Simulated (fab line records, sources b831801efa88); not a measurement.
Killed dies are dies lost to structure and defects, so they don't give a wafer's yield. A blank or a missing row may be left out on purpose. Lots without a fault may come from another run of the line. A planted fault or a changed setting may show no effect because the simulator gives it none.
A struck lot beside a sound one | flow sky130 | 14 steps out of a route of 708
Sound: wafers L339.3, L339.4, L339.5. Struck: wafers L330.1, L330.2, L330.4. The cause comes at the end.
At each step with rows: each side's tool, then ch and its chambers, then its first start. Under that, the readings that differ: sound wafers | struck wafers | difference of the means | sigmas: that difference in standard deviations of wafers without a fault.
alike: readings whose means differ by less than 2 such deviations, and words and numbers that are the same on both sides. not compared: withheld readings, readings that some wafer has no value for, bounds like >300 that may hide the same value, and numbers for which the record gives no deviation and whose values overlap.
The two part at a step that has a row with sigmas, a row that says differs or no value, or rows on one side only. Numbers that don't overlap but have no deviation are shown without sigmas and don't part them. A reading that every wafer of one side lacks parts them only if that side has two wafers or more.

SKY_LI_CONTACT_CVD_21: deposits W, target thk 400 nm, time 120.56 s.
  sound on cvd_w-01 ch 0,1, day 35 17:15; struck on cvd_w-01 ch 0,1, day 33 01:58
  alike: heater_power_w
SKY_LI_CONTACT_RS_MEAS_22: measures by four-point-probe.
  sound on film_metro-01, day 35 17:23; struck on film_metro-01, day 33 02:06
  alike: LI_CONTACT_W_RS
SKY_LI_CONTACT_THK_MEAS_23: measures by xrf.
  sound on film_metro-01, day 35 17:29; struck on film_metro-01, day 33 02:13
  alike: LI_CONTACT_W_THK
SKY_LI_CONTACT_CMP_24: polishes, stops on PSG, t overpolish 20 s, target thk 0 nm.
  sound on cmp-01 ch 1,3, day 35 17:34; struck on cmp-01 ch 0,1,2, day 33 02:25
  alike: motor_current_A, overpolish_run_s, time_to_endpoint_s
SKY_LOCAL_INTERCONNECT_SPUTTER_00: material TiN, target thk 100 nm, time 83.3 s.
  sound on pvd_sputter-03, day 35 17:49; struck on pvd_sputter-03, day 33 02:43
  alike: cathode_dc_power_W, throttle_valve_pct
SKY_LOCAL_INTERCONNECT_RS_MEAS_01: measures by four-point-probe.
  sound on film_metro-02, day 35 17:55; struck on film_metro-04, day 33 02:46
  alike: LOCAL_INTERCONNECT_TIN_RS
SKY_LOCAL_INTERCONNECT_THK_MEAS_02: measures by xrf.
  sound on film_metro-02, day 35 18:01; struck on film_metro-04, day 33 02:53
  alike: LOCAL_INTERCONNECT_TIN_THK
then, 5 steps without rows for these wafers: SKY_LOCAL_INTERCONNECT_DEHYDRATE_03 (time 60 s); SKY_LOCAL_INTERCONNECT_HMDS_04 (prime time 60 s); SKY_LOCAL_INTERCONNECT_COAT_05 (resist thk 60 nm); SKY_LOCAL_INTERCONNECT_COAT_06 (resist thk 450 nm); SKY_LOCAL_INTERCONNECT_SOFTBAKE_07 (time 90 s).
SKY_LOCAL_INTERCONNECT_EXPOSE_08: exposes mask LI1M, target cd 170 nm.
  sound on krf_scanner-01 ch 0, day 36 06:58; struck on krf_scanner-02, day 33 16:15
  no value came back on the struck wafers for exposure_dose_mJ_cm2, focus_offset_nm (nm), na; on the sound wafers exposure_dose_mJ_cm2 reads 27.91 27.93 27.91
  alike: mask
then, 1 step without rows for these wafers: SKY_LOCAL_INTERCONNECT_PEB_09.

WHERE THEY PART
Only at SKY_LOCAL_INTERCONNECT_EXPOSE_08, within this record.

WHY: what the simulator had put in
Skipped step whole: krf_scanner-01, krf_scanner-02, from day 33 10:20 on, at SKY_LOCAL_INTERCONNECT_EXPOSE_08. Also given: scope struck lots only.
